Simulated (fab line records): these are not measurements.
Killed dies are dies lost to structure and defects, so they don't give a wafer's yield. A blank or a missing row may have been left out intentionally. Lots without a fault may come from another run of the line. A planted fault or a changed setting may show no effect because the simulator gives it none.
A lot that was struck, set against a sound lot ; flow gf180mcu ; 30 steps out of a route of 602
Sound: the wafers L195.1, L195.3, L195.4. Struck: wafers L203.2, L203.6. (L203.5 of the same lot was not struck and is left out.) The cause comes at the end.
Per side, at each step with rows, come the tool, then ch with its chambers, and then its first start. Under that, the readings that differ: sound wafers ; struck wafers ; difference of the means ; sigmas: that difference in standard deviations of wafers without a fault.
alike: readings with means less than 2 such deviations apart, plus words and numbers identical on both sides. not compared: withheld readings, readings lacking a value on some wafer, bounds such as >300 that could conceal the same value, and numbers that have no deviation in the record and whose values overlap.
The two part at a step that has a row with sigmas, a row that says differs or no value, or rows on one side only. Numbers that don't overlap but have no deviation are shown without sigmas and don't part them. A reading missing from all wafers of one side parts the sides only when that side holds two or more wafers.

first, 3 steps without rows for these wafers: GF_PSD_EXPOSE_04 (exposes mask Pplus, target cd 400 nm); GF_PSD_PEB_05; GF_PSD_DEVELOP_06 (develop time 60 s).
GF_PSD_CD_MEAS_07: target cd 400 nm.
  sound on cd-sem-02 at day 18 07:45; struck on cd-sem-02 at day 20 14:49
reading;sound;struck;difference;sigmas
cd-nm (nm);398.5 397.7 397.5;401.6 403.8;+4.8;+2
GF_PSD_OVL_MEAS_08:
  sound on overlay-01 at day 18 07:52; struck on overlay-02 at day 20 14:56
  alike: PSD_OVL
following that, these wafers have no rows for 1 step: GF_PSD_IMPLANT_09.
GF_PSD_STRIP_10: strips in O2/N2.
  sound on plasma-asher-03 ch 0,1, day 18 08:04; struck on plasma-asher-02 ch 1, day 20 15:07
  alike: drypump-motor-current-A, heater-power-w, n2-flow-sccm, oes-product-au, strip-time-to-endpoint-s
  not compared: rf-hours-counter-h
GF_PSD_TW_MEAS_11:
  sound on film-metro-02 at day 18 08:10; struck on film-metro-04 at day 20 15:13
  alike: PSD_TW
then, 1 step without rows for these wafers: GF_PSD_CLEAN_12 (cleans in SC1/SC2, time 150 s).
GF_PSD_RTA_13: time 20 s.
  sound on rtp-anneal-02 ch 0, day 18 08:16; struck on rtp-anneal-02 ch 0, day 20 15:20
  alike: anneal-temp-c-max, lamp-power-pct, wafer_temp_C_max
GF_PSD_RS_MEAS_14: measurement is done with a four-point probe.
  sound on film-metro-02 at day 18 08:21; struck on film-metro-03 at day 20 15:30
  alike: NSD_RS
GF_PSD_RS_MEAS_15: measurement is done with a four-point probe.
  sound on film-metro-02 at day 18 08:28; struck on film-metro-03 at day 20 15:37
  alike: PSD_RS
GF_SAB_CVD_00: deposits SiO2 from TEOS, target thk 50 nm, time 4.9302 s.
  sound on pecvd-01 ch 0,2, day 18 08:35; struck on pecvd-04 ch 1, day 20 15:43
reading;sound;struck;difference;sigmas
model.SiO2_of_SAB_CVD_00.thk-nm (nm);51.28 50.7 51.7;52.85 54.39;+2.39;
  alike: heater-power-w
GF_SAB_THK_MEAS_01:
  sound on film-metro-04 at day 18 08:37; struck on film-metro-01 at day 20 15:45
reading;sound;struck;difference;sigmas
SAB_CVD_00_THK (nm);51.3 50.7 51.7;52.8 54.4;+2.4;+3
then, 7 steps without rows for these wafers: GF_SAB_DEHYDRATE_02 (time 60 s); GF_SAB_HMDS_03 (prime time 60 s); GF_SAB_COAT_04 (resist thk 1000 nm); GF_SAB_SOFTBAKE_05 (time 60 s); GF_SAB_EXPOSE_06 (exposes mask SAB, target cd 420 nm); GF_SAB_PEB_07; GF_SAB_DEVELOP_08 (develop time 60 s).
GF_SAB_CD_MEAS_09: target cd 420 nm.
  sound on cd-sem-02 at day 19 08:47; struck on cd-sem-02 at day 21 16:07
  alike: cd-nm
GF_SAB_OVL_MEAS_10:
  sound on overlay-01 at day 19 08:55; struck on overlay-01 at day 21 16:14
  alike: SAB_OVL
GF_SAB_ETCH_11: etches SiO2 in C4F8/O2/Ar, target depth 55 nm, time 8.5 s.
  sound on rie-diel-02 ch 0,1,2, day 19 08:56; struck on rie-diel-03 ch 0,2, day 21 16:16
  alike: oes-product-au
  not compared: rf-hours-counter-h
then, 1 step without rows for these wafers: GF_SAB_WET_ETCH_12 (etches SiO2 in dHF, target depth 22 nm, time 440 s).
GF_SAB_STRIP_13: strips in O2/N2.
  sound on plasma-asher-03 ch 0,1, day 19 09:05; struck on plasma-asher-04 ch 0,1, day 21 16:25
  alike: drypump-motor-current-A, heater-power-w, n2-flow-sccm, oes-product-au, strip-time-to-endpoint-s
  not compared: rf-hours-counter-h
then, 1 step without rows for these wafers: GF_SALICIDE_CLEAN_00 (cleans in SC1/SC2, time 150 s).
GF_SALICIDE_WET_ETCH_01: etches SiO2 in dHF, target depth 5 nm, time 100 s.
  sound on wet-bench-02 ch 2, day 19 09:15; struck on wet-bench-02 ch 2, day 21 16:34
reading;sound;struck;difference;sigmas
model.SiO2_of_SAB_CVD_00.thk-nm (nm);40.55 39.94 40.93;42.12 43.65;+2.41;
  alike: temp-c
GF_SALICIDE_SPUTTER_02: material Co, target thk 10 nm, time 19.33 s.
  sound on pvd-sputter-03 at day 19 09:17; struck on pvd-sputter-03 at day 21 16:37
  alike: throttle-valve-pct
following that, these wafers have no rows for 1 step: GF_PASSIVATION_PROBE_99.

== WHERE THEY PART ==
Last at GF_SAB_THK_MEAS_01 as far as this record goes, first at GF_PSD_CD_MEAS_07. Later steps at which nothing parts them and some readings are alike: GF_SAB_CD_MEAS_09, GF_SAB_OVL_MEAS_10, GF_SAB_ETCH_11, GF_SAB_STRIP_13, GF_SALICIDE_WET_ETCH_01, GF_SALICIDE_SPUTTER_02.

WHY: what the simulator had put in
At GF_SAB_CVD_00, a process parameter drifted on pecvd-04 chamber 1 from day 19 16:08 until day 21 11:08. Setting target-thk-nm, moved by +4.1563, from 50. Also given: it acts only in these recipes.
